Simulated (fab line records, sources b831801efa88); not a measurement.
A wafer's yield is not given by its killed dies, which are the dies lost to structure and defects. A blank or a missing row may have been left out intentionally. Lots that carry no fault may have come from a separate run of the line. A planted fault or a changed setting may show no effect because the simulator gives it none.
fab line records ; flow sky130 ; part 2 of 2: steps 25 to 34 of 34
record: lots: 5; wafers: 15; last_day: 49
route steps=708 shown VIA4@641 METAL5@661
lots with no fault: from the same line, run without faults
start_h: hours from the record's opening day to when the first of the lot's shown wafers began ; wait_h: hours since the lot's step before ; " identical to the entry in the row above ; L1.1+2: several wafers, shown together as one row ; - no value present, or no start provided ; * or withheld: withheld ; < > ~ a bound
route shown NAME@n: NAME is a module with steps in the file, n the number in the route of the first one ; usual: mean/standard deviation of fault-free wafers ; same: alike in all rows ; chamber/n: place in a boat ; sites: readings site by site ; _std_site: the values' standard deviation ; _edge_site: inner sites' mean taken away from outer sites' mean ; radius_mm: for every site, how far away it sits from the centre of the wafer ; mask NAME#n: copy n ; behind: the most recent tool/chamber to have shaped the wafer ; hold: why the lot was held/for how many hours/how that ended ; device: whichever transistor did not switch (one of n, p or np) ; end of line: tests of these same wafers at the route's end ; a step given without rows: its recipe and nothing more ; killed: not the wafer's yield, but the dies lost to structure and defects at the first sort ; map: dies across one wafer; x = killed, . = not, _ = none there
set.NAME: the setting that was run; set.NAME@STEP: the one run at that earlier step ; model.NAME: the simulator's own value behind a step, which no gauge read
a table for each step, a row for each wafer; lots at some steps of the route
services: the hour from which a tool's chamber was out of use, counted from the record's first day as start_h (under 0 if before that day), plus the number of hours and why
== steps ==
step: SKY_METAL5_SPUTTER_04
recipe: material: TiN; target_thk_nm: 70; power_w: 6500; time_s: 58.3; chamber_pressure_pa: 0.4
usual: throttle_valve_pct: 30.1/1.1
same: time_s: 58.3
lot.wafer;tool;chamber;start_h;wait_h;throttle_valve_pct
L074.1;pvd_sputter-03;-;997.45;0.0;30.8
L074.4;pvd_sputter-03;-;997.45;0.0;30.6
L074.6;pvd_sputter-03;-;997.45;0.0;31.5
L081.1;pvd_sputter-01;-;1054.92;0.0;30.9
L081.2;pvd_sputter-01;-;1054.92;0.0;28.0
L081.6;pvd_sputter-01;-;1054.92;0.0;30.7
L082.1;pvd_sputter-03;-;1065.39;0.0;31.5
L082.2;pvd_sputter-03;-;1065.39;0.0;29.9
L082.6;pvd_sputter-03;-;1065.39;0.0;31.6
L085.1;pvd_sputter-03;-;1091.97;0.0;30.7
L085.5;pvd_sputter-03;-;1091.97;0.0;29.0
L085.6;pvd_sputter-03;-;1091.97;0.0;30.7
L091.2;pvd_sputter-03;-;1114.59;0.0;29.0
L091.3;pvd_sputter-03;-;1114.59;0.0;30.0
L091.5;pvd_sputter-03;-;1114.59;0.0;28.9
step: SKY_METAL5_RS_MEAS_05
recipe: thk_meas_gauge: four-point-probe; reads: TiN_of_METAL5_SPUTTER_04+Ti_of_METAL5_SPUTTER_03+AlCu_of_METAL5_SPUTTER_02+TiN_of_METAL5_SPUTTER_01+Ti_of_METAL5_SPUTTER_00
usual: METAL5_ALCU_RS: 0.02706/0.00027
lot.wafer;tool;chamber;start_h;wait_h;METAL5_ALCU_RS[ohm/sq]
L074.1;film_metro-04;-;997.50;0.0;0.02684
L074.4;film_metro-04;-;997.50;0.0;0.02691
L074.6;film_metro-04;-;997.50;0.0;0.02728
L081.1;film_metro-02;-;1054.97;0.0;0.02727
L081.2;film_metro-02;-;1054.97;0.0;0.02713
L081.6;film_metro-02;-;1054.97;0.0;0.02714
L082.1;film_metro-04;-;1065.44;0.0;0.02741
L082.2;film_metro-04;-;1065.44;0.0;0.02722
L082.6;film_metro-04;-;1065.44;0.0;0.02732
L085.1;film_metro-04;-;1092.02;0.0;0.02696
L085.5;film_metro-04;-;1092.02;0.0;0.02722
L085.6;film_metro-04;-;1092.02;0.0;0.02692
L091.2;film_metro-02;-;1114.66;0.0;0.0269
L091.3;film_metro-02;-;1114.66;0.0;0.02715
L091.5;film_metro-02;-;1114.66;0.0;0.02669
step: SKY_METAL5_THK_MEAS_06
recipe: thk_meas_gauge: xrf; reads: AlCu_of_METAL5_SPUTTER_02
usual: METAL5_ALCU_THK: 1171/13
lot.wafer;tool;chamber;start_h;wait_h;METAL5_ALCU_THK[nm]
L074.1;film_metro-04;-;997.62;0.1;1165
L074.4;film_metro-04;-;997.62;0.1;1170
L074.6;film_metro-04;-;997.62;0.1;1150
L081.1;film_metro-02;-;1055.09;0.1;1174
L081.2;film_metro-02;-;1055.09;0.1;1177
L081.6;film_metro-02;-;1055.09;0.1;1181
L082.1;film_metro-04;-;1065.56;0.1;1156
L082.2;film_metro-04;-;1065.56;0.1;1167
L082.6;film_metro-04;-;1065.56;0.1;1156
L085.1;film_metro-04;-;1092.14;0.1;1168
L085.5;film_metro-04;-;1092.14;0.1;1162
L085.6;film_metro-04;-;1092.14;0.1;1175
L091.2;film_metro-02;-;1114.77;0.1;1179
L091.3;film_metro-02;-;1114.77;0.1;1172
L091.5;film_metro-02;-;1114.77;0.1;1186
step: SKY_METAL5_DEHYDRATE_07
recipe: temp_c: 200; time_s: 60
usual: exhaust_pa: 45.0/0.94; plate_temp_C: 200.01/0.15
same: time_s: 60
lot.wafer;tool;chamber;start_h;wait_h;exhaust_pa;plate_temp_C
L074.1;litho_track-02;0;1008.81;11.2;44.6;200.29
L074.4;litho_track-02;0;1008.81;11.2;45.7;200.06
L074.6;litho_track-02;0;1008.81;11.2;44.4;200.21
L081.1;litho_track-01;0;1064.95;9.8;46.2;199.97
L081.2;litho_track-01;0;1064.95;9.8;46.1;199.95
L081.6;litho_track-01;0;1064.95;9.8;45.1;200.02
L082.1;litho_track-04;0;1074.93;9.4;45.4;199.97
L082.2;litho_track-04;0;1074.93;9.4;45.8;200.22
L082.6;litho_track-04;0;1074.93;9.4;45.2;200.04
L085.1;litho_track-04;0;1101.43;9.3;47.2;199.98
L085.5;litho_track-04;0;1101.43;9.3;45.9;200.16
L085.6;litho_track-04;0;1101.43;9.3;46.9;200.00
L091.2;litho_track-01;0;1124.02;9.2;44.5;200.04
L091.3;litho_track-01;0;1124.02;9.2;44.6;199.95
L091.5;litho_track-01;0;1124.02;9.2;43.9;199.99
step: SKY_METAL5_HMDS_08
recipe: prime_time_s: 60; prime_temp_c: 120
usual: exhaust_pa: 45.1/1
lot.wafer;tool;chamber;start_h;wait_h;exhaust_pa
L074.1;litho_track-02;0;1008.96;0.1;45.4
L074.4;litho_track-02;0;1008.96;0.1;46.8
L074.6;litho_track-02;0;1008.96;0.1;46.0
L081.1;litho_track-01;0;1065.10;0.1;44.1
L081.2;litho_track-01;0;1065.10;0.1;44.8
L081.6;litho_track-01;0;1065.10;0.1;45.7
L082.1;litho_track-04;0;1075.08;0.1;44.7
L082.2;litho_track-04;0;1075.08;0.1;44.6
L082.6;litho_track-04;0;1075.08;0.1;44.7
L085.1;litho_track-04;0;1101.58;0.1;44.6
L085.5;litho_track-04;0;1101.58;0.1;44.4
L085.6;litho_track-04;0;1101.58;0.1;44.4
L091.2;litho_track-01;0;1124.17;0.1;44.4
L091.3;litho_track-01;0;1124.17;0.1;43.7
L091.5;litho_track-01;0;1124.17;0.1;43.8
step: SKY_METAL5_COAT_09
recipe: resist: NOVOLAK; spin_rpm: 3000; resist_thk_nm: 1800
usual: exhaust_pa: 45.1/1
lot.wafer;tool;chamber;start_h;wait_h;exhaust_pa
L074.1;litho_track-02;0;1009.11;0.1;44.4
L074.4;litho_track-02;0;1009.11;0.1;44.5
L074.6;litho_track-02;0;1009.11;0.1;44.1
L081.1;litho_track-01;0;1065.25;0.1;46.8
L081.2;litho_track-01;0;1065.25;0.1;46.1
L081.6;litho_track-01;0;1065.25;0.1;46.9
L082.1;litho_track-04;0;1075.23;0.1;46.5
L082.2;litho_track-04;0;1075.23;0.1;46.4
L082.6;litho_track-04;0;1075.23;0.1;47.1
L085.1;litho_track-04;0;1101.73;0.1;44.3
L085.5;litho_track-04;0;1101.73;0.1;45.3
L085.6;litho_track-04;0;1101.73;0.1;44.9
L091.2;litho_track-01;0;1124.32;0.1;45.3
L091.3;litho_track-01;0;1124.32;0.1;44.6
L091.5;litho_track-01;0;1124.32;0.1;45.0
step: SKY_METAL5_SOFTBAKE_10
recipe: temp_c: 90; time_s: 60; resist: NOVOLAK
usual: exhaust_pa: 45.0/0.9; plate_temp_C: 89.98/0.12
same: time_s: 60
lot.wafer;tool;chamber;start_h;wait_h;exhaust_pa;plate_temp_C
L074.1;litho_track-02;0;1009.26;0.1;44.0;90.07
L074.4;litho_track-02;0;1009.26;0.1;46.0;89.81
L074.6;litho_track-02;0;1009.26;0.1;45.1;89.99
L081.1;litho_track-01;0;1065.40;0.1;44.7;89.81
L081.2;litho_track-01;0;1065.40;0.1;44.4;90.14
L081.6;litho_track-01;0;1065.40;0.1;44.6;89.94
L082.1;litho_track-04;0;1075.38;0.1;44.0;90.02
L082.2;litho_track-04;0;1075.38;0.1;44.5;90.18
L082.6;litho_track-04;0;1075.38;0.1;43.9;89.88
L085.1;litho_track-04;0;1101.88;0.1;44.3;90.00
L085.5;litho_track-04;0;1101.88;0.1;45.4;89.92
L085.6;litho_track-04;0;1101.88;0.1;45.5;89.96
L091.2;litho_track-01;0;1124.47;0.1;44.8;90.07
L091.3;litho_track-01;0;1124.47;0.1;43.7;89.86
L091.5;litho_track-01;0;1124.47;0.1;42.7;89.89
step: SKY_METAL5_EXPOSE_11
recipe: mask_id: MM5; na: 0.6; source_shape: conventional; sigma_outer: 0.6; polarization: unpolarized; target_cd_nm: 1600; dose_mj: 190
same: na: 0.6; sigma_outer: 0.6
lot.wafer;tool;chamber;start_h;wait_h;mask
L074.1+4+6;iline_stepper-01;0;-;-;MM5#0
L081.1+2+6;iline_stepper-02;0;-;-;MM5#0
L082.1+2+6;iline_stepper-01;0;-;-;MM5#0
L085.1+5+6;iline_stepper-02;0;-;-;MM5#0
L091.2+3+5;iline_stepper-02;0;-;-;MM5#0
step: SKY_METAL5_PEB_12
recipe: temp_c: withheld; time_s: *; resist: NOVOLAK
usual: exhaust_pa: 44.8/0.86
same: time_s: *
lot.wafer;tool;chamber;start_h;wait_h;exhaust_pa
L074.1;litho_track-02;0;-;-;46.2
L074.4;litho_track-02;0;-;-;45.7
L074.6;litho_track-02;0;-;-;45.3
L081.1;litho_track-01;0;-;-;45.3
L081.2;litho_track-01;0;-;-;45.0
L081.6;litho_track-01;0;-;-;45.0
L082.1;litho_track-02;0;-;-;43.8
L082.2;litho_track-02;0;-;-;43.9
L082.6;litho_track-02;0;-;-;45.4
L085.1;litho_track-04;0;-;-;44.6
L085.5;litho_track-04;0;-;-;45.6
L085.6;litho_track-04;0;-;-;44.0
L091.2;litho_track-04;0;-;-;44.6
L091.3;litho_track-04;0;-;-;45.7
L091.5;litho_track-04;0;-;-;45.5
step: SKY_METAL5_DEVELOP_13
recipe: resist: NOVOLAK; developer: TMAH; develop_time_s: 60; dev_temp_c: 23
usual: developer_temp_C: 23.00/0.1; exhaust_pa: 45.2/0.83
lot.wafer;tool;chamber;start_h;wait_h;developer_temp_C;exhaust_pa
L074.1;litho_track-02;0;1020.11;0.1;23.09;45.7
L074.4;litho_track-02;0;1020.11;0.1;22.94;45.3
L074.6;litho_track-02;0;1020.11;0.1;23.00;46.3
L081.1;litho_track-01;0;1075.45;0.1;22.75;45.2
L081.2;litho_track-01;0;1075.45;0.1;23.04;46.2
L081.6;litho_track-01;0;1075.45;0.1;22.88;45.2
L082.1;litho_track-02;0;1085.76;0.1;23.00;47.0
L082.2;litho_track-02;0;1085.76;0.1;23.00;46.3
L082.6;litho_track-02;0;1085.76;0.1;23.06;46.8
L085.1;litho_track-04;0;1111.98;0.1;23.25;45.1
L085.5;litho_track-04;0;1111.98;0.1;23.21;45.6
L085.6;litho_track-04;0;1111.98;0.1;23.17;45.9
L091.2;litho_track-04;0;1134.05;0.1;22.94;45.3
L091.3;litho_track-04;0;1134.05;0.1;22.94;45.4
L091.5;litho_track-04;0;1134.05;0.1;23.13;44.2
== services ==
tool;chamber;start_h;hours;kind
iline_stepper-01;-;949.80;1.7;pm
cvd_w-01;1;962.51;17.1;repair
pvd_sputter-01;-;972.55;41.2;repair
cmp-01;-;974.23;0.2;repair
wet_bench-03;-;978.81;1.0;repair
cvd_w-01;-;987.04;6.0;pm
cmp-02;-;992.92;11.0;repair
pvd_sputter-03;-;999.96;16.8;repair
rie_diel-02;1;1025.30;1.9;repair
iline_stepper-02;-;1028.66;4.4;pm
plasma_asher-01;-;1030.18;3.7;repair
cvd_w-01;1;1033.00;10.3;repair
cmp-02;-;1035.19;0.7;repair
cmp-01;-;1050.56;2.3;repair
iline_stepper-02;-;1054.21;1.7;pm
plasma_asher-01;-;1055.25;9.0;pm
wet_bench-02;-;1057.43;1.6;repair
cvd_w-01;-;1061.72;2.3;repair
cmp-02;-;1064.55;3.8;repair
cmp-01;-;1080.22;4.8;pm
cmp-02;-;1084.35;4.0;pm
cmp-02;-;1104.86;0.5;repair
cmp-01;-;1110.92;4.9;pm
cmp-01;-;1118.39;2.1;repair
